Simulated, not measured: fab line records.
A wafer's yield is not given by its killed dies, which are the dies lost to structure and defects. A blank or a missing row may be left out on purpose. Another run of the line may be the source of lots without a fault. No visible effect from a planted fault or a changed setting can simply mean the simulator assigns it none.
One fault through the eyes of 2 desks ; flow sky130 ; each desk has only its own numbers; what lay behind them comes last

## DESK OF THE TOOL OWNER: rie metal-01
The tool's own readings at SKY_METAL4_METAL_ETCH_18 (etches the open film in Cl2/BCl3, stops on SiO2, target depth 845 nm, time 183.1 s): means of the sampled wafers that have a number, for each lot that ran on this tool. The brackets show how far a lot's mean lies from the usual mean; more than 4 standard deviations puts the lot out of limits, marked OUT.
Columns: A = drypump motor current A at SKY_METAL4_METAL_ETCH_18, usual 5.8 A; B = oes product au at SKY_METAL4_METAL_ETCH_18, usual 0.866 a.u.; C = run length s at SKY_METAL4_METAL_ETCH_18, usual 211.5 s; D = throttle valve pct at SKY_METAL4_METAL_ETCH_18, usual 22.264 %
lot;first seen here;A;B;C;D
L893;day 43 18:29;6.1;0.873;212.4;22.269
L894;day 44 01:26;6.0;0.864;211.7;22.255
L895;day 44 12:26;6.0;0.866;211.1;22.256
L902;day 46 04:04;6.0;0.916 (+8.3) OUT;202.1 (-14) OUT;22.266
L903;day 46 06:17;6.0;0.909 (+7.1) OUT;202.7 (-13) OUT;22.265
L904;day 46 12:03;6.0;0.901 (+5.8) OUT;202.6 (-13) OUT;22.276
Finding of this desk: L902, L903, L904 out of limits; the first was L902 at day 46 04:04, on oes product au at SKY_METAL4_METAL_ETCH_18. L893, L894, L895: within limits.

## THE METROLOGY DESK
Means of the sampled wafers that have a number, per lot and without regard to the tool the lot ran on: this is what the gauges read. The brackets show how far a lot's mean lies from the usual mean; more than 4 standard deviations puts the lot out of limits, marked OUT.
Columns: A = VIA2_W_RS at SKY_VIA2_RS_MEAS_22, usual 0.273 ohm/sq; B = CAPM_OVL at SKY_CAPM_OVL_MEAS_12, usual 0.2 nm; C = METAL4_OVL at SKY_METAL4_OVL_MEAS_14, usual -1 nm
lot;first seen here;A;B;C
L887;day 37 03:53;0.275;0.2;1
L889;day 37 11:36;0.275;-0.6;-9
L890;day 38 00:13;0.268;-1.1;2
L893;day 38 13:55;0.277;2.1;2
L894;day 38 21:34;0.277;0.5;-0
L895;day 39 08:23;0.273;-0.4;3
L896;day 39 10:13;0.274;0.4;10
L900;day 40 17:52;0.273;-0.8;-2
L901;day 40 20:49;0.268;0.0;6
L902;day 41 03:49;0.273;-0.2;-3
L903;day 41 06:12;0.267;-1.7;8
L904;day 41 10:17;0.273;1.3;3
L905;day 41 16:18;0.268;-0.4;0
L906;day 42 02:25;0.274;1.5;-5
L907;day 42 07:52;0.276;1.5;-7
This desk's verdict: no lot among the 15 shows anything out of limits.

## ALL TOGETHER
The tool owner's desk could have raised an alarm at day 46 04:04, on L902, L903, L904.
From the metrology desk's view, nothing was out of limits.
The metrology desk has L902, L903, L904 on record, within its limits.
The lots listed all ran SKY_METAL4_METAL_ETCH_18 on rie metal-01.

## WHAT HAD BEEN PUT IN BY THE SIMULATOR
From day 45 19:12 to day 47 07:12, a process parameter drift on rie metal-01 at SKY_METAL4_METAL_ETCH_18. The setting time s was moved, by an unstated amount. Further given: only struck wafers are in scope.
Shown lots that were struck: L902, L903, L904.
Each desk's first reading out of limits, in hours after the fault started: the tool owner's desk, 9.
